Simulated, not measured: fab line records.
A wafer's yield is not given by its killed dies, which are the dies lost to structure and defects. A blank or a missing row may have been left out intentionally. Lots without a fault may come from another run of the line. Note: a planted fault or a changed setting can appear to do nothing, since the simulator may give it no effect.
fab line records :: flow sky130
record
  lots=13
  wafers=39
  lastDay=50
route steps=708 shown VIA2@518 PAD_OPEN@708
lots untouched by any fault: they come from a run of this same line in which no faults occurred
startH: the number of hours between the record's first day and the start of the first shown wafer of the lot :: waitH: hours since the lot's step before :: " repeats the value in the row above :: L1.1+2: a row that stands for several wafers :: - no value present, or no start provided :: * or withheld: withheld :: < > ~ a bound
route shown NAME@n: NAME is a module with steps in the file, n the number in the route of the first one :: usual: mean and standard deviation over wafers with no fault :: same: alike in all rows :: chamber/n: place in a boat :: sites: per-site readings :: _std_site: standard deviation across them :: _edge_site: mean of outer sites minus mean of inner sites :: radiusMm: for every site, how far away it sits from the centre of the wafer :: mask NAME#n: copy n :: behind: the tool/chamber that last shaped the wafer :: hold: cause of the lot's hold/its duration in hours/its outcome :: device: whichever transistor did not switch (one of n, p or np) :: end of line: the tests these same wafers got at the end of their route :: a step without rows: its recipe alone :: killed: count of dies lost to structure and defects at first sort (not the wafer's yield) :: map: per-die view of a wafer (x killed, . not killed, _ where there is no die)
set.NAME: the setting that was run; set.NAME@STEP: the one run at that earlier step :: model.NAME: the simulator's own value behind a step, which no gauge read
a sample of lots followed through the steps of the route, with each step as a table and each wafer as a row
## steps
# step SKY_VIA2_DEVELOP_11
# recipe
  developTimeS=60
  resist=KrF-thick
  devTempC=21
# usual
  developerTempC=21.00/0.11
lot.wafer: L968.3
tool: lithoTrack-02
chamber: 0
startH: 847
waitH: -
developerTempC: 21.06

lot.wafer: L968.5
tool: lithoTrack-02
chamber: 0
startH: 847
waitH: -
developerTempC: 20.95

lot.wafer: L968.6
tool: lithoTrack-02
chamber: 0
startH: 847
waitH: -
developerTempC: 21.04

lot.wafer: L969.1
tool: lithoTrack-04
chamber: 0
startH: 864
waitH: -
developerTempC: 21.21

lot.wafer: L969.2
tool: lithoTrack-04
chamber: 0
startH: 864
waitH: -
developerTempC: 21.16

lot.wafer: L969.4
tool: lithoTrack-04
chamber: 0
startH: 864
waitH: -
developerTempC: 21.17

lot.wafer: L971.3
tool: lithoTrack-03
chamber: 0
startH: 877
waitH: -
developerTempC: 21.03

lot.wafer: L971.4
tool: lithoTrack-03
chamber: 0
startH: 877
waitH: -
developerTempC: 20.96

lot.wafer: L971.5
tool: lithoTrack-03
chamber: 0
startH: 877
waitH: -
developerTempC: 20.91

lot.wafer: L970.1
tool: lithoTrack-04
chamber: 0
startH: 882
waitH: -
developerTempC: 21.02

lot.wafer: L970.2
tool: lithoTrack-04
chamber: 0
startH: 882
waitH: -
developerTempC: 21.04

lot.wafer: L970.5
tool: lithoTrack-04
chamber: 0
startH: 882
waitH: -
developerTempC: 20.95

lot.wafer: L972.2
tool: lithoTrack-03
chamber: 0
startH: 890
waitH: -
developerTempC: 21.15

lot.wafer: L972.3
tool: lithoTrack-03
chamber: 0
startH: 890
waitH: -
developerTempC: 20.90

lot.wafer: L972.5
tool: lithoTrack-03
chamber: 0
startH: 890
waitH: -
developerTempC: 21.03

lot.wafer: L973.2
tool: lithoTrack-03
chamber: 0
startH: 894
waitH: -
developerTempC: 21.02

lot.wafer: L973.5
tool: lithoTrack-03
chamber: 0
startH: 894
waitH: -
developerTempC: 21.00

lot.wafer: L973.6
tool: lithoTrack-03
chamber: 0
startH: 894
waitH: -
developerTempC: 21.00

lot.wafer: L975.3
tool: lithoTrack-03
chamber: 0
startH: 898
waitH: -
developerTempC: 20.82

lot.wafer: L975.4
tool: lithoTrack-03
chamber: 0
startH: 899
waitH: -
developerTempC: 20.91

lot.wafer: L975.6
tool: lithoTrack-03
chamber: 0
startH: 899
waitH: -
developerTempC: 20.96

lot.wafer: L980.1
tool: lithoTrack-03
chamber: 0
startH: 960
waitH: -
developerTempC: 21.06

lot.wafer: L980.3
tool: lithoTrack-03
chamber: 0
startH: 960
waitH: -
developerTempC: 21.02

lot.wafer: L980.6
tool: lithoTrack-03
chamber: 0
startH: 960
waitH: -
developerTempC: 21.06

lot.wafer: L986.3
tool: lithoTrack-04
chamber: 0
startH: 983
waitH: -
developerTempC: 20.98

lot.wafer: L986.4
tool: lithoTrack-04
chamber: 0
startH: 984
waitH: -
developerTempC: 21.16

lot.wafer: L986.5
tool: lithoTrack-04
chamber: 0
startH: 984
waitH: -
developerTempC: 21.00

lot.wafer: L987.1
tool: lithoTrack-02
chamber: 0
startH: 984
waitH: -
developerTempC: 21.02

lot.wafer: L987.5
tool: lithoTrack-02
chamber: 0
startH: 984
waitH: -
developerTempC: 20.96

lot.wafer: L987.6
tool: lithoTrack-02
chamber: 0
startH: 984
waitH: -
developerTempC: 20.90

lot.wafer: L989.1
tool: lithoTrack-02
chamber: 0
startH: 996
waitH: -
developerTempC: 20.88

lot.wafer: L989.4
tool: lithoTrack-02
chamber: 0
startH: 996
waitH: -
developerTempC: 20.89

lot.wafer: L989.6
tool: lithoTrack-02
chamber: 0
startH: 996
waitH: -
developerTempC: 20.71

lot.wafer: L988.1
tool: lithoTrack-02
chamber: 0
startH: 998
waitH: -
developerTempC: 20.96

lot.wafer: L988.2
tool: lithoTrack-02
chamber: 0
startH: 998
waitH: -
developerTempC: 21.10

lot.wafer: L988.5
tool: lithoTrack-02
chamber: 0
startH: 998
waitH: -
developerTempC: 20.99

lot.wafer: L991.4
tool: lithoTrack-02
chamber: 0
startH: 1014
waitH: -
developerTempC: 21.00

lot.wafer: L991.5
tool: lithoTrack-02
chamber: 0
startH: 1014
waitH: -
developerTempC: 21.10

lot.wafer: L991.6
tool: lithoTrack-02
chamber: 0
startH: 1014
waitH: -
developerTempC: 21.03
# step SKY_VIA2_CD_MEAS_12
# recipe
  targetCdNm=200
# usual
  cdNm=200.1/1.4
lot.wafer: L968.3
tool: cdSem-01
chamber: -
startH: 847.38
waitH: -
cdNm: 198.9

lot.wafer: L968.5
tool: cdSem-01
chamber: -
startH: 847.38
waitH: -
cdNm: 199.7

lot.wafer: L968.6
tool: cdSem-01
chamber: -
startH: 847.38
waitH: -
cdNm: 198.8

lot.wafer: L969.1
tool: cdSem-02
chamber: -
startH: 864.68
waitH: -
cdNm: 198.8

lot.wafer: L969.2
tool: cdSem-02
chamber: -
startH: 864.68
waitH: -
cdNm: 199.2

lot.wafer: L969.4
tool: cdSem-02
chamber: -
startH: 864.68
waitH: -
cdNm: 198.3

lot.wafer: L971.3
tool: cdSem-02
chamber: -
startH: 877.64
waitH: -
cdNm: 198.5

lot.wafer: L971.4
tool: cdSem-02
chamber: -
startH: 877.64
waitH: -
cdNm: 199.9

lot.wafer: L971.5
tool: cdSem-02
chamber: -
startH: 877.64
waitH: -
cdNm: 198.7

lot.wafer: L970.1
tool: cdSem-01
chamber: -
startH: 882.53
waitH: -
cdNm: 200.7

lot.wafer: L970.2
tool: cdSem-01
chamber: -
startH: 882.53
waitH: -
cdNm: 200.0

lot.wafer: L970.5
tool: cdSem-01
chamber: -
startH: 882.53
waitH: -
cdNm: 200.5

lot.wafer: L972.2
tool: cdSem-01
chamber: -
startH: 890.82
waitH: -
cdNm: 203.3

lot.wafer: L972.3
tool: cdSem-01
chamber: -
startH: 890.82
waitH: -
cdNm: 204.3

lot.wafer: L972.5
tool: cdSem-01
chamber: -
startH: 890.82
waitH: -
cdNm: 203.4

lot.wafer: L973.2
tool: cdSem-02
chamber: -
startH: 894.22
waitH: -
cdNm: 200.3

lot.wafer: L973.5
tool: cdSem-02
chamber: -
startH: 894.22
waitH: -
cdNm: 201.4

lot.wafer: L973.6
tool: cdSem-02
chamber: -
startH: 894.22
waitH: -
cdNm: 201.3

lot.wafer: L975.3
tool: cdSem-02
chamber: -
startH: 899.14
waitH: -
cdNm: 201.0

lot.wafer: L975.4
tool: cdSem-02
chamber: -
startH: 899.14
waitH: -
cdNm: 201.0

lot.wafer: L975.6
tool: cdSem-02
chamber: -
startH: 899.14
waitH: -
cdNm: 199.4

lot.wafer: L980.1
tool: cdSem-01
chamber: -
startH: 960.90
waitH: -
cdNm: 193.3

lot.wafer: L980.3
tool: cdSem-01
chamber: -
startH: 960.90
waitH: -
cdNm: 193.1

lot.wafer: L980.6
tool: cdSem-01
chamber: -
startH: 960.90
waitH: -
cdNm: 193.7

lot.wafer: L986.3
tool: cdSem-02
chamber: -
startH: 984.12
waitH: -
cdNm: 200.0

lot.wafer: L986.4
tool: cdSem-02
chamber: -
startH: 984.12
waitH: -
cdNm: 201.0

lot.wafer: L986.5
tool: cdSem-02
chamber: -
startH: 984.12
waitH: -
cdNm: 201.1

lot.wafer: L987.1
tool: cdSem-02
chamber: -
startH: 984.94
waitH: -
cdNm: 201.5

lot.wafer: L987.5
tool: cdSem-02
chamber: -
startH: 984.94
waitH: -
cdNm: 199.8

lot.wafer: L987.6
tool: cdSem-02
chamber: -
startH: 984.94
waitH: -
cdNm: 200.9

lot.wafer: L989.1
tool: cdSem-01
chamber: -
startH: 996.84
waitH: -
cdNm: 198.8

lot.wafer: L989.4
tool: cdSem-01
chamber: -
startH: 996.84
waitH: -
cdNm: 198.8

lot.wafer: L989.6
tool: cdSem-01
chamber: -
startH: 996.84
waitH: -
cdNm: 198.2

lot.wafer: L988.1
tool: cdSem-02
chamber: -
startH: 998.74
waitH: -
cdNm: 198.5

lot.wafer: L988.2
tool: cdSem-02
chamber: -
startH: 998.74
waitH: -
cdNm: 198.5

lot.wafer: L988.5
tool: cdSem-02
chamber: -
startH: 998.74
waitH: -
cdNm: 197.7

lot.wafer: L991.4
tool: cdSem-02
chamber: -
startH: 1014.70
waitH: -
cdNm: 201.2

lot.wafer: L991.5
tool: cdSem-02
chamber: -
startH: 1014.70
waitH: -
cdNm: 200.9

lot.wafer: L991.6
tool: cdSem-02
chamber: -
startH: 1014.70
waitH: -
cdNm: 200.1
# step SKY_PAD_OPEN_PROBE_99
# usual
  defectLimitedYield=82.8/1.9
  killed_at_M0_to_M3=43/7.3
  killed_at_M4_up=3.6/1.9
  killedAtContacts=23/5.3
  killedAtFrontEnd=15/4.5
  killedAtOther=0.3/0.72
  killedDies=85/9.4
  killedOpen=46/6.7
  killedShort=38/6.8
  sort_bin_3_pad_short=0.8/0.36
  sort_bin_5_function=10.1/1.3
  sort_bin_6_memory=6.3/1.2
  sortNPass=407/9.4
  sortYieldPct=82.8/1.9
# same
  grossDies=492
  killedAtBackSide=0
  sort_bin_4_leakage[%]=0
  sort_bin_8_speed[%]=0
lot.wafer: L980.1
tool: prober-02
chamber: -
startH: 1164.21
waitH: 0.1
defectLimitedYield[%]: 84.8
killed_at_M0_to_M3: 24
killed_at_M4_up: 4
killedAtContacts: 29
killedAtFrontEnd: 18
killedAtOther: 0
killedDies: 75
killedOpen: 41
killedShort: 34
sort_bin_3_pad_short[%]: 0.2
sort_bin_5_function[%]: 9.1
sort_bin_6_memory[%]: 5.9
sortNPass: 417
sortYieldPct[%]: 84.8
# killed by level:class
L980.1 CONTACT:geometricParticle:open=11 POLY_GATE:geometricParticle:open=8 LI_CONTACT:geometricParticle:open=8 METAL2:geometricParticle:short=5 CONTACT:geometricParticle:short=4 METAL4:geometricParticle:short=4 POLY_GATE:geometricParticle:short=3 LOCAL_INTERCONNECT:geometricParticle:short=3
## key
firstSign
  step=SKY_VIA2_CD_MEAS_12
  reading=cdNm
  direction=down
  sigmas=4.9
  usual=200.1
  struck=193.4
effect none on later readings
metAt SKY_VIA2_DEVELOP_11
struckLots L980
fault
  kind=processParameterDrift
  tool=lithoTrack-03
  chamber=-
  onsetH=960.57
  steps=SKY_VIA2_DEVELOP_11
  channel=developTimeS
  offset=*
  shape=step
  endH=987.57
  actsIn=*
  stated=*
